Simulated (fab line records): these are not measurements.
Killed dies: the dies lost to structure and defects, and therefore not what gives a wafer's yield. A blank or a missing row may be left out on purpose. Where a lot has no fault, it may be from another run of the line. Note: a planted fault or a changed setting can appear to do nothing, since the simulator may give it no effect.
Matching of chambers -- flow sky130 -- SKY_POLY_CUT_ETCH_11 on rieDiel-02: 4 sister chambers
The step etches Si3N4 in CF4/CH2F2/Ar, stops on poly-Si, time 42.5 s, target depth 60 nm. 4 wafers are shown with their chamber, then 7 later ones without.

EACH WAFER AND ITS CHAMBER
wafer,chamber,drypumpMotorCurrentA (A)
L077.4,0,6.1
L083.4,3,6.3
L082.1,1,6.7
L082.4,2,4.9

WAFERS MISSING THEIR CHAMBER
wafer,drypumpMotorCurrentA (A)
L082.6,4.9
L084.1,6.2
L084.2,6.3
L084.6,4.9
L087.3,6.2
L087.4,6.8
L087.6,6.2

THE CHAMBER EACH PASSED THROUGH
wafer,from the rows above,in truth
L082.6,2,2
L084.1,can't be placed: 3 or 0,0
L084.2,3,3
L084.6,2,2
L087.3,can't be placed: 3 or 0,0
L087.4,1,1
L087.6,can't be placed: 3 or 0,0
Correctly placed: 4 of 7. Not placeable from these rows: 3 (in 3, the candidates include the true chamber). 0 placed wrongly.
How it was worked out, from the rows above alone: a wafer's distance from a chamber is the root of the sum, over the readings, of the square of ((its reading less the chamber's mean) divided by the reading's scatter). If the next closest chamber is less than 2 further off than the closest, the wafer can't be placed; otherwise it belongs to the closest. The mean given for a chamber averages the wafers shown for that chamber. The scatter: root of mean squared gap, hidden wafer to nearest shown wafer, with one shown wafer a chamber.
